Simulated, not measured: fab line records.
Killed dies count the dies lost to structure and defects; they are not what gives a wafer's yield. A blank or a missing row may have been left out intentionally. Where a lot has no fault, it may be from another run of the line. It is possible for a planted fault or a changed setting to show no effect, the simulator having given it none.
Matching of chambers	flow gf180mcu	GF_V3_ETCH_16 on rie-diel-03: 4 sister chambers
The step etches BARC in N2/H2. 4 wafers are shown with their chamber, then 10 later ones without.

WAFERS PAIRED WITH THEIR CHAMBERS
wafer	chamber	drypump-motor-current-A (A)
L085.2	1	5.3
L091.5	0	5.6
L092.2	2	5.5
L092.3	3	6.2

WAFERS WITH NO CHAMBER GIVEN
wafer	drypump-motor-current-A (A)
L092.4	5.4
L093.1	5.4
L093.2	6.2
L093.6	5.7
L094.2	5.5
L094.4	5.7
L094.5	6.2
L096.1	5.4
L096.3	6.2
L096.4	6.2

THE CHAMBER EACH PASSED THROUGH
wafer	from the rows above	in truth
L092.4	can't be placed: 2 or 1 or 0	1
L093.1	can't be placed: 2 or 1 or 0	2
L093.2	3	3
L093.6	can't be placed: 0 or 2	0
L094.2	can't be placed: 2 or 0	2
L094.4	can't be placed: 0 or 2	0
L094.5	3	3
L096.1	can't be placed: 2 or 1 or 0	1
L096.3	3	3
L096.4	3	3
Correct placement for 4 of the 10. From these rows, 6 cannot be placed; in 6 the true chamber is one of the candidates. Number placed wrongly: 0.
How it was worked out, from the rows above alone: a wafer's distance from a chamber is the root of the sum, over the readings, of the square of ((its reading less the chamber's mean) divided by the reading's scatter). The wafer belongs to the nearest chamber; if the next one is less than 2 further off, it can't be placed. For every chamber, the mean is computed from those of its wafers that are shown. The scatter: root of mean squared gap, hidden wafer to nearest shown wafer, with one shown wafer a chamber.
